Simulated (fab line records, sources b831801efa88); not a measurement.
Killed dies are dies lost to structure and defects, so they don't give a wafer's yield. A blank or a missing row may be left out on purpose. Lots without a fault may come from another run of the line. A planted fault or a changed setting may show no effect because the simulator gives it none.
Which tool did it? | flow sky130 | 15 lots, 45 wafers sampled, at 3 steps of a route of 708

WHAT THE GAUGES READ, wafer by wafer
SKY_FIELD_ISO_THK_MEAS_04. Usual: FIELD_ISO_CVD_03_THK 165.4 nm, standard deviation 1.6.
lot  | measured    | on            | FIELD_ISO_CVD_03_THK (nm) | flag
L737 | day 1 14:02 | film_metro-03 | 163.9 163.1 161.6         |
L740 | day 2 05:53 | film_metro-04 | 165.7 165.4 166.0         |
L741 | day 2 13:59 | film_metro-04 | 162.8 162.2 162.5         |
L742 | day 2 19:32 | film_metro-03 | 164.5 163.1 165.1         |
L743 | day 2 23:44 | film_metro-03 | 164.9 165.9 164.8         |
L744 | day 3 03:37 | film_metro-03 | 164.7 164.3 164.9         |
L750 | day 4 06:29 | film_metro-04 | 167.5 168.5 168.2         |
L751 | day 4 12:02 | film_metro-02 | 165.5 164.4 164.6         |
L752 | day 4 18:08 | film_metro-03 | 164.3 165.8 166.2         |
L753 | day 4 22:40 | film_metro-02 | 166.1 166.1 168.2         |
L754 | day 5 03:23 | film_metro-03 | 166.2 167.9 166.1         |
L756 | day 5 15:59 | film_metro-04 | 165.8 166.3 166.5         |
L757 | day 6 00:03 | film_metro-04 | 167.7 165.8 167.6         |
L758 | day 6 02:44 | film_metro-03 | 167.1 167.8 166.5         |
L760 | day 6 15:06 | film_metro-02 | 165.7 164.1 166.2         |

SKY_FIELD_ISO_CD_MEAS_13: target cd 150 nm. Usual: cd_nm 150.4 nm, standard deviation 1.6.
lot  | measured    | on        | cd_nm (nm)        | flag
L737 | day 2 05:32 | cd_sem-02 | 151.3 152.0 150.9 |
L740 | day 2 20:29 | cd_sem-02 | 152.2 153.2 152.3 |
L741 | day 3 04:08 | cd_sem-02 | 149.1 149.6 149.5 |
L742 | day 3 10:23 | cd_sem-02 | 150.6 152.2 147.9 |
L743 | day 3 15:19 | cd_sem-02 | 151.4 152.9 153.5 |
L744 | day 3 18:41 | cd_sem-01 | 151.7 149.0 150.5 |
L750 | day 4 23:33 | cd_sem-01 | 148.5 148.6 151.0 |
L751 | day 5 05:20 | cd_sem-02 | 151.3 151.9 150.5 |
L752 | day 5 11:15 | cd_sem-02 | 148.9 147.2 145.9 |
L753 | day 5 17:14 | cd_sem-02 | 152.9 152.8 153.1 |
L754 | day 5 21:00 | cd_sem-01 | 151.3 150.1 152.1 |
L756 | day 6 10:31 | cd_sem-02 | 149.8 150.3 150.3 |
L757 | day 6 19:25 | cd_sem-01 | 148.8 148.0 147.2 |
L758 | day 6 21:40 | cd_sem-01 | 150.4 151.0 150.8 |
L760 | day 7 10:20 | cd_sem-02 | 150.2 149.7 150.6 |

SKY_FIELD_ISO_THK_MEAS_23. Usual: FIELD_ISO_OXIDATION_01_THK 10.06 nm, standard deviation 0.2.
lot  | measured    | on            | FIELD_ISO_OXIDATION_01_THK (nm) | flag
L737 | day 2 12:25 | film_metro-03 | 10.14 10.14 9.90                |
L740 | day 3 02:13 | film_metro-03 | 10.17 10.33 10.21               |
L741 | day 3 07:49 | film_metro-04 | 10.15 10.25 10.10               |
L742 | day 3 12:50 | film_metro-04 | 10.14 10.22 10.13               |
L743 | day 3 17:25 | film_metro-02 | 9.88 9.88 9.92                  |
L744 | day 3 21:14 | film_metro-02 | 10.21 9.97 9.94                 |
L750 | day 5 02:12 | film_metro-02 | 10.15 10.24 10.25               |
L751 | day 5 07:32 | film_metro-03 | 10.03 10.04 10.13               |
L752 | day 5 14:04 | film_metro-02 | 10.00 9.92 10.00                |
L753 | day 5 19:10 | film_metro-04 | 10.50 10.36 10.42               |
L754 | day 5 23:22 | film_metro-03 | 10.11 9.97 10.02                |
L756 | day 6 13:00 | film_metro-02 | 10.27 10.01 10.08               |
L757 | day 7 00:06 | film_metro-03 | 9.99 10.13 9.97                 |
L758 | day 7 00:10 | film_metro-03 | 10.02 10.02 10.03               |
L760 | day 7 13:26 | film_metro-02 | 10.21 10.28 10.21               |

WHICH TOOL RAN EACH LOT (tool, then ch and the chambers of the sampled wafers, then the start)
The record holds no process step before these readings.

WHAT THE TOOLS THEMSELVES READ (means of the sampled wafers that have a number; where no wafer has one, the mark that the record gives instead)
The record holds no such reading with a usual standard deviation.

THE ANSWER, worked out from the rows above alone
Rule: a lot is off if the mean of its wafers that have a number lies more than 3 standard deviations from the usual mean. A lot without any number at a reading at which 4 lots or more have one is off too. The other lots that the step has rows for count as sound. The gauges are gone through in route order, then the tools' own readings, and for those a lot's mean is taken as printed above. The first step at which some lot is off is used, and at that step the reading that is off furthest; a lot without a number counts as furthest.
No lot is off at any reading shown: from this, nothing can be told.

WHAT THE SIMULATOR HAD PUT IN
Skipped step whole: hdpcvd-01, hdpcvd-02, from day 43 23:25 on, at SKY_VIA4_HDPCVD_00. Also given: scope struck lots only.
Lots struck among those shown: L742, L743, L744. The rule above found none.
